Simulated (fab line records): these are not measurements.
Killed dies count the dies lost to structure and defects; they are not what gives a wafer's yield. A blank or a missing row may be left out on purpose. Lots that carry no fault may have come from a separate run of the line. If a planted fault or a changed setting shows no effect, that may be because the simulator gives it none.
Comparing a struck lot with a sound one :: flow sfq line :: 14 steps out of a route of 325
Sound: these wafers, L564.1, L564.4, L564.6. Struck: wafers L574.2, L574.5. The cause is given at the end.
At each step with rows: each side's tool, then ch and its chambers, then its first start. Under that, the readings that differ: sound wafers :: struck wafers :: difference of the means :: sigmas: that difference in standard deviations of wafers without a fault.
alike: same words and numbers on both sides, and readings whose means sit less than 2 such deviations apart. not compared: any withheld reading, any reading some wafer has no value for, any bound like >300 that may hide the same value, and any number with overlapping values for which the record gives no deviation.
Wherever a step has rows on one side only, a row that says differs or no value, or a row with sigmas, the two part there. When numbers do not overlap yet have no deviation, they are printed without sigmas and do not part them. Lack of a reading on every wafer of one side parts them only where that side has two or more wafers.

first, 2 steps without rows for these wafers: SFQ_TRILAYER_I2_VIA_STRIP_SOLV_CLEAN_072 (cleans in NMP, time 600 s); SFQ_TRILAYER_M3_DEP_PRE_CLEAN_074 (time 22.5 s).
SFQ_TRILAYER_M3_DEP_SPUTTER_073: material Nb, target thk 200 nm, time 133.3 s.
  sound on pvd sputter-03 at day 42 23:34; struck on pvd sputter-06 at day 46 07:59
  alike: throttle valve pct
SFQ_M3_RS_MEAS_919: measurement is done with a four-point probe.
  sound on film metro-04 at day 42 23:39; struck on film metro-01 at day 46 08:06
  alike: M3_NB_RS
then, 6 steps without rows for these wafers: SFQ_TRILAYER_M3_LITHO_COAT_080 (resist thk 62 nm); SFQ_TRILAYER_M3_LITHO_COAT_075 (resist thk 600 nm); SFQ_TRILAYER_M3_LITHO_SOFTBAKE_079; SFQ_TRILAYER_M3_LITHO_EXPOSE_076 (exposes mask M3, target cd 500 nm); SFQ_TRILAYER_M3_LITHO_PEB_078 (peb time 60 s); SFQ_TRILAYER_M3_LITHO_DEVELOP_077 (time 60 s).
-- the record jumps here: 5 days lie between the struck wafers' starts before and after --
SFQ_M3_OVL_MEAS_921:
  sound on overlay-01 at day 43 23:08; struck on overlay-02 at day 51 16:00
  alike: M3_OVL
SFQ_TRILAYER_M3_BARC_OPEN_METAL_ETCH_100: etches BARC in O2, target depth 125 nm, time 41.7 s.
  sound on rie metal-02 ch 0,1, day 43 23:10; struck on rie metal-02 ch 0,1, day 51 16:02
reading: oes product au (a.u.)
sound: 0.682 0.688 0.687
struck: 0.673 0.679
difference: -0.010
sigmas: -2

reading: model.KrF_of_TRILAYER_M3_LITHO_COAT_075.thk nm (nm)
sound: 521.2 518.4 522.5
struck: 537.5 536.7
difference: +16.4
sigmas: 
  alike: bias w, drypump motor current A, rf fwd power W
  not compared: rf hours counter h
SFQ_TRILAYER_M3_ETCH_METAL_ETCH_078: etches Nb in Cl2/Ar, stops on SiO2, target depth 240 nm, time 120 s.
  sound on rie metal-02 ch 0,1, day 43 23:14; struck on rie metal-02 ch 0,1, day 51 16:05
reading: model.KrF_of_TRILAYER_M3_LITHO_COAT_075.thk nm (nm)
sound: 377.9 374.3 380.2
struck: 394.9 393.5
difference: +16.7
sigmas: 
  alike: bias w, drypump motor current A, oes product au, rf fwd power W
  not compared: rf hours counter h
SFQ_TRILAYER_M3_STRIP_STRIP_079: strips in O2.
  sound on rie metal-02 ch 0,1, day 43 23:22; struck on rie metal-02 ch 0,1, day 51 16:13
  alike: drypump motor current A, oes product au
  not compared: rf hours counter h

== WHERE THEY PART ==
Within this record, at SFQ_TRILAYER_M3_BARC_OPEN_METAL_ETCH_100 only. Later steps at which nothing parts them and some readings are alike: SFQ_TRILAYER_M3_ETCH_METAL_ETCH_078, SFQ_TRILAYER_M3_STRIP_STRIP_079.

WHY: the cause the simulator had injected
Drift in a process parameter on rie metal-02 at SFQ_TRILAYER_M3_BARC_OPEN_METAL_ETCH_100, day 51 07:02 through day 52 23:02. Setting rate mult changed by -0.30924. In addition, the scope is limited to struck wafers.
